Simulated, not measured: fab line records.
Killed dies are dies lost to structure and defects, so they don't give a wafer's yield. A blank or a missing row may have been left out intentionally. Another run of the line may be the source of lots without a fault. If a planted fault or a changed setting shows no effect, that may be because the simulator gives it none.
Problem report in the 8D (eight disciplines) form, filled by code | flow sky130 | the parts of the form that need people (team, actions taken, sign-off) are left out

1. THE PROBLEM
Mean SONOS_ONO_OXIDATION_THK at SKY_SONOS_ONO_THK_MEAS_01: 3.55 nm over 6 wafers in 2 lots; fault-free wafers: 2.57 nm, standard deviation 0.05. That is +20 standard deviations from the usual mean.
Earliest sighting: wafer L711.3 on filmMetro-04 at day 13 14:50. Wafers with a number at this step in the record: 36, from 12 lots. The rule behind "out" and "out of limits": a value lying over 4 standard deviations away from the usual mean. Any other wafer with a number is counted as sound.

2. WHAT IT IS AND WHAT IT IS NOT
question                    | is                      | is not
which readings at this step | SONOS_ONO_OXIDATION_THK | -
which lots                  | L711, L712              | L705, L706, L707, L708, L710, L724, L725, L726, L727, L728
which wafers of those lots  | all that have a number  | -
read on which gauges        | filmMetro-04            | filmMetro-01, filmMetro-02
when                        | from day 13 14:50       | up to then (15 sound wafers); but 15 sound wafers of L724, L725, L726, L727, L728 came after

3. WHAT RULES OUT EACH SUSPECT
Counting: a tool at a process step up to the reading stays a suspect if it ran every lot that is out and no sound lot after the first of them.
- ruled out: the gauge at SKY_SONOS_ONO_THK_MEAS_01. All the wafers that are out were read on filmMetro-04, but those of them that SKY_SONOS_ONO_OXIDATION_00 has rows for are out there too, on other tools.
- furnace-02 at SKY_SONOS_ONO_OXIDATION_00 (stabilise 600 s, purge 300 s, target thk 2.6 nm): ruled out as a lasting fault. The sound lots L725, L726, L728 went through it after L711, its earliest lot that is out (day 13 13:28).
Left after counting: nothing in the record.

4. THE CAUSE (what the simulator had put in)
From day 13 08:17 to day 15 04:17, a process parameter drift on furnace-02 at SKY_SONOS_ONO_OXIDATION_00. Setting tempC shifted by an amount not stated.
Counting ruled it out, wrongly: the rule takes a fault to strike every lot that its tool runs from its start on, and this one did not.

5. SEQUENCE OF EFFECTS, ordered by route
Each row: a reading where the mean over the struck wafers with a number is more than 3 standard deviations away from the usual. Readings are gone through only where the record gives a usual standard deviation; hours: the median, over the lots, of the time from a lot's start at the first step in this table giving one to that lot's start at this step; sigmas: the change measured in usual standard deviations.
hours | step                       | reading                 | usual   | on struck wafers | change | sigmas
0     | SKY_SONOS_ONO_OXIDATION_00 | spikeTcBottomC          | 823.9 C | 851.2            | +27.4  | +9.4
0     | SKY_SONOS_ONO_OXIDATION_00 | spikeTcCentreC          | 801.2 C | 824.5            | +23.2  | +17
0     | SKY_SONOS_ONO_OXIDATION_00 | spikeTcLowerC           | 801.1 C | 825.1            | +24.0  | +24
0     | SKY_SONOS_ONO_OXIDATION_00 | spikeTcTopC             | 813.6 C | 837.8            | +24.2  | +20
0     | SKY_SONOS_ONO_OXIDATION_00 | spikeTcUpperC           | 800.7 C | 823.8            | +23.1  | +19
0     | SKY_SONOS_ONO_OXIDATION_00 | tubeCenterTempC         | 800 C   | 824              | +24    | +99 or more
0     | SKY_SONOS_ONO_OXIDATION_00 | tube_center_temp_C_max  | 802.0   | 825.7            | +23.7  | +76
1     | SKY_SONOS_ONO_THK_MEAS_01  | SONOS_ONO_OXIDATION_THK | 2.57 nm | 3.55             | +0.98  | +20
Process steps it contains:
- SKY_SONOS_ONO_OXIDATION_00: stabilise 600 s, purge 300 s, target thk 2.6 nm.

6. WHAT WOULD HAVE CAUGHT IT SOONER
Counted from the fault's start at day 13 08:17, it took 7 hours until the first out-of-limits reading at a measuring or inspecting step in this record, taken at day 13 14:50.
The tool's own readings at SKY_SONOS_ONO_OXIDATION_00 were out on every struck wafer that the step has a row for (spikeTcBottomC, spikeTcCentreC, spikeTcLowerC, spikeTcTopC, spikeTcUpperC, tubeCenterTempC, tube_center_temp_C_max): an alarm limit on them would have fired on the first of those.
